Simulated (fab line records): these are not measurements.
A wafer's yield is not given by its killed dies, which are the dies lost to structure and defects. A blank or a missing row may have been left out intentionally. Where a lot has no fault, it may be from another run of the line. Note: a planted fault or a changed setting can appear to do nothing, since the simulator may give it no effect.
Matching of chambers :: flow sky130 :: rie diel-02 running SKY_LI_CONTACT_ETCH_15: 4 sister chambers
The step etches PSG in C4F8/O2/Ar, stops on Si, target depth 600 nm. 16 wafers are shown with their chamber, then 8 later ones without.

## WAFERS PAIRED WITH THEIR CHAMBERS
wafer: L607.1
chamber: 3
oes product au (a.u.): 0.841

wafer: L607.3
chamber: 0
oes product au (a.u.): 0.839

wafer: L607.5
chamber: 3
oes product au (a.u.): 0.837

wafer: L608.1
chamber: 2
oes product au (a.u.): 0.840

wafer: L608.4
chamber: 0
oes product au (a.u.): 0.837

wafer: L608.5
chamber: 3
oes product au (a.u.): 0.823

wafer: L610.3
chamber: 3
oes product au (a.u.): 0.831

wafer: L610.5
chamber: 1
oes product au (a.u.): 0.839

wafer: L610.6
chamber: 0
oes product au (a.u.): 0.842

wafer: L611.2
chamber: 0
oes product au (a.u.): 0.836

wafer: L611.4
chamber: 3
oes product au (a.u.): 0.837

wafer: L611.6
chamber: 2
oes product au (a.u.): 0.835

wafer: L615.1
chamber: 0
oes product au (a.u.): 0.836

wafer: L615.2
chamber: 2
oes product au (a.u.): 0.840

wafer: L615.4
chamber: 1
oes product au (a.u.): 0.838

wafer: L621.1
chamber: 1
oes product au (a.u.): 0.841

SIGNATURES (averages over the wafers above)
reading: oes product au
chamber 0: 0.83800
chamber 1: 0.83933
chamber 2: 0.83833
chamber 3: 0.83380
scatter within a chamber: 0.00451
Rule: for each reading, subtract the chamber's mean from the wafer's reading, divide by that reading's scatter and square the result; add these up over the readings and take the root, which gives the wafer's distance from the chamber. If the next closest chamber is less than 2 further off than the closest, the wafer can't be placed; otherwise it belongs to the closest. The scatter: the root of (the sum of the squares of (reading less its chamber's mean) over the shown wafers, divided by (wafers less chambers)).

## WAFERS WITHOUT THEIR CHAMBER
wafer: L621.4
oes product au (a.u.): 0.839

wafer: L621.5
oes product au (a.u.): 0.840

wafer: L627.1
oes product au (a.u.): 0.838

wafer: L627.2
oes product au (a.u.): 0.843

wafer: L627.5
oes product au (a.u.): 0.832

wafer: L629.1
oes product au (a.u.): 0.845

wafer: L629.4
oes product au (a.u.): 0.840

wafer: L629.6
oes product au (a.u.): 0.835

## THE CHAMBER EACH PASSED THROUGH
wafer: L621.4
from the rows above: can't be placed: 1 or 2 or 0 or 3
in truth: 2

wafer: L621.5
from the rows above: can't be placed: 1 or 2 or 0 or 3
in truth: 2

wafer: L627.1
from the rows above: can't be placed: 0 or 2 or 1 or 3
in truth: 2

wafer: L627.2
from the rows above: can't be placed: 1 or 2 or 0 or 3
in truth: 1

wafer: L627.5
from the rows above: can't be placed: 3 or 0 or 2 or 1
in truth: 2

wafer: L629.1
from the rows above: can't be placed: 1 or 2 or 0 or 3
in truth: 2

wafer: L629.4
from the rows above: can't be placed: 1 or 2 or 0 or 3
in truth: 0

wafer: L629.6
from the rows above: can't be placed: 3 or 0 or 2 or 1
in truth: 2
Correctly placed: 0 of 8. From these rows, 8 cannot be placed; in 8 the true chamber is one of the candidates. Placed wrongly: 0.
